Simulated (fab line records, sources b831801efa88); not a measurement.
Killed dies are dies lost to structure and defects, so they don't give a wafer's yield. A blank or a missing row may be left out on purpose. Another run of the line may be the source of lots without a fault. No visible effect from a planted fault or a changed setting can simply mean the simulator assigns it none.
Struck lot and sound lot, side by side ; flow sfqLine ; 15 steps out of a route of 325
Sound: the wafers L741.2, L741.3, L741.5. The struck wafers were L756.1, L756.5, L756.6. At the end, the cause is stated.
At each step with rows: each side's tool, then ch and its chambers, then its first start. Under that, the readings that differ: sound wafers ; struck wafers ; difference of the means ; sigmas: that difference in standard deviations of wafers without a fault.
alike: readings with means less than 2 such deviations apart, plus words and numbers identical on both sides. not compared: withheld readings, readings lacking a value on some wafer, bounds such as >300 that could conceal the same value, and numbers that have no deviation in the record and whose values overlap.
Wherever a step has rows on one side only, a row that says differs or no value, or a row with sigmas, the two part there. Non-overlapping numbers with no deviation appear without sigmas and do not part them. Lack of a reading on every wafer of one side parts them only where that side has two or more wafers.

first, 1 step without rows for these wafers: SFQ_TRILAYER_M4_STRIP_SOLV_CLEAN_098 (cleans in NMP, time 600 s).
SFQ_TRILAYER_I4_DEP_PECVD_099: deposits SiO2 from SiH4/N2O, time 111.11 s, target thk 500 nm.
  sound on pecvd-01 ch 0,2, day 46 07:07; struck on pecvd-03 ch 1,2, day 51 11:53
  alike: chamberPressureTorr, heaterPowerW, throttleValvePct
SFQ_TRILAYER_I4_CMP_CMP_100: polishes SiO2.
  sound on cmp-01 ch 0,1,3, day 46 11:42; struck on cmp-02 ch 0,1,2, day 51 12:57
  alike: motorCurrentA, timeToEndpointS
SFQ_I4_BOW_MEAS_927:
  struck on filmMetro-04, day 51 14:57; sound on filmMetro-01, day 46 13:43
  alike: I4_BOW
SFQ_TRILAYER_I4_METRO_MEASURE_101:
  struck on filmMetro-04, day 51 15:04; sound on filmMetro-01, day 46 14:01
  alike: thkNm
then, 6 steps without rows for these wafers: SFQ_TRILAYER_I4_VIA_LITHO_COAT_108 (resist thk 62 nm); SFQ_TRILAYER_I4_VIA_LITHO_COAT_103 (resist thk 650 nm); SFQ_TRILAYER_I4_VIA_LITHO_SOFTBAKE_107; SFQ_TRILAYER_I4_VIA_LITHO_EXPOSE_104 (exposes mask I4, target cd 700 nm); SFQ_TRILAYER_I4_VIA_LITHO_PEB_106 (peb time 60 s); SFQ_TRILAYER_I4_VIA_LITHO_DEVELOP_105 (time 60 s).
-- the record jumps here: 6 days lie between the struck wafers' starts before and after --
SFQ_I4_OVL_MEAS_928:
  struck on overlay-01, day 57 07:19; sound on overlay-02, day 52 02:34
reading;sound;struck;difference;sigmas
I4_OVL (nm);-6 -5 -7;6 7 5;+12;+2
SFQ_TRILAYER_I4_VIA_BARC_OPEN_VIA_ETCH_146: etches BARC in O2, target depth 125 nm, time 41.7 s.
  sound on rieDiel-03 ch 0,1, day 52 02:36; struck on rieDiel-03 ch 2,3, day 57 07:22
reading;sound;struck;difference;sigmas
model.KrF_of_TRILAYER_I4_VIA_LITHO_COAT_103.thkNm (nm);572.3 573.8 572.4;586.8 584.6 581.9;+11.6;
  alike: drypumpMotorCurrentA, oesProductAu
  not compared: rfHoursCounterH
SFQ_TRILAYER_I4_VIA_ETCH_VIA_ETCH_106: etches SiO2 in CHF3, stops on Nb, target depth 260 nm.
  sound on rieDiel-03 ch 0,1, day 52 02:38; struck on rieDiel-03 ch 2,3, day 57 07:24
reading;sound;struck;difference;sigmas
model.KrF_of_TRILAYER_I4_VIA_LITHO_COAT_103.thkNm (nm);527.6 530.2 529;542.5 540.6 537.3;+11.2;
  alike: drypumpMotorCurrentA, oesProductAu
SFQ_TRILAYER_I4_VIA_STRIP_STRIP_107: strips in O2.
  sound on rieMetal-03 ch 0,1, day 52 02:45; struck on rieMetal-04 ch 0,1, day 57 07:31
  alike: drypumpMotorCurrentA, heBacksideLeakSccm, oesProductAu
  not compared: rfHoursCounterH

== WHERE THEY PART ==
SFQ_I4_OVL_MEAS_928 only, going by this record. Later steps at which nothing parts them and some readings are alike: SFQ_TRILAYER_I4_VIA_BARC_OPEN_VIA_ETCH_146, SFQ_TRILAYER_I4_VIA_ETCH_VIA_ETCH_106, SFQ_TRILAYER_I4_VIA_STRIP_STRIP_107.

WHY: whatever the simulator had introduced
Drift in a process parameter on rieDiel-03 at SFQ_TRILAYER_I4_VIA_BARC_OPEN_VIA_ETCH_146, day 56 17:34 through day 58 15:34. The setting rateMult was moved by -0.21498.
